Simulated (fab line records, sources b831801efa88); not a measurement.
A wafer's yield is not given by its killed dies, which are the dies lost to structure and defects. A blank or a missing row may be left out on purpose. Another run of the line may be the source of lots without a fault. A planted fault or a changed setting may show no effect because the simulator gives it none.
Problem report in the 8D (eight disciplines) form, filled by code || flow sky130 || the parts of the form that need people (team, actions taken, sign-off) are left out

## 1. THE ISSUE
oes_product_au at SKY_SD_N_STRIP_11 reads a mean of 0.369 a.u. on 3 wafers of 1 lot; wafers without a fault read 0.528 a.u. with a standard deviation of 0.004. That is -40 standard deviations from the usual mean.
The step: strips in O2/N2.
Seen first at day 31 09:03 on plasma_asher-04, wafer L315.3. The record has a number at this step for 39 wafers belonging to 13 lots. The rule behind "out" and "out of limits": a value lying over 4 standard deviations away from the usual mean. All remaining wafers that have a number are taken as sound.

## 2. WHAT IT IS, WHAT IT ISN'T
{"question": "which readings at this step", "is": "oes_product_au", "is not": "drypump_motor_current_A"}
{"question": "which lots", "is": "L315", "is not": "L305, L306, L307, L311, L313, L316, L317, L323, L324, L326, L327, L328"}
{"question": "which wafers of those lots", "is": "all that have a number", "is not": "-"}
{"question": "read on which tools", "is": "plasma_asher-04", "is not": "plasma_asher-02, plasma_asher-03"}
{"question": "when", "is": "from day 31 09:03", "is not": "up to then (15 sound wafers); but 21 sound wafers of L316, L317, L323, L324, L326, L327, L328 came after"}

## 3. WHAT RULES OUT EACH SUSPECT
Counting: any tool at a process step up to the reading is kept as a suspect provided that every lot that is out went through it and no sound lot did after the first of them.
- plasma_asher-01 at SKY_LDD_HVP_STRIP_09 (strips in O2/N2): ruled out as a lasting fault. Following L315 (day 25 09:23), the first lot on it that is out, the sound lots L328 were run on it.
- rie_diel-03 at SKY_SPACER_ETCHBACK_02 (etches Si3N4 in CH3F/O2, stops on SiO2, time 46.7 s, target depth 45 nm): ruled out as a lasting fault. Following L315 (day 26 16:05), the first lot on it that is out, the sound lots L316, L317, L324 were run on it.
- plasma_asher-04 at SKY_SD_N_STRIP_11 (strips in O2/N2): ruled out as a lasting fault. Following L315 (day 31 09:03), the first lot on it that is out, the sound lots L324 were run on it.
Left after counting: nothing in the record.

## 4. THE CAUSE (what the simulator had put in)
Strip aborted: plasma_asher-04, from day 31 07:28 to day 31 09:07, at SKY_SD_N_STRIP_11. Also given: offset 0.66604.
Counting ruled it out, wrongly.

## 5. THE CHAIN OF EFFECTS, in route order
Each row: a reading where the mean over the struck wafers with a number is more than 3 standard deviations away from the usual. Scope: only readings with a usual standard deviation given in the record; hours: median across lots of the time from each lot's start at the first step in this table that gives one to its start at this step; sigmas: change in usual standard deviations.
{"hours": 0, "step": "SKY_SD_N_STRIP_11", "reading": "oes_product_au", "usual": "0.528 a.u.", "on struck wafers": 0.369, "change": -0.159, "sigmas": -40}
Its process steps:
- SKY_SD_N_STRIP_11: strips in O2/N2.
Readings that are blank on the struck wafers while sound wafers have them: strip_time_to_endpoint_s at SKY_SD_N_STRIP_11.

## 6. WHAT WOULD HAVE CAUGHT IT SOONER
The fault began at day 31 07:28; the first out-of-limits reading in this record came at day 31 09:03, 2 hours later.
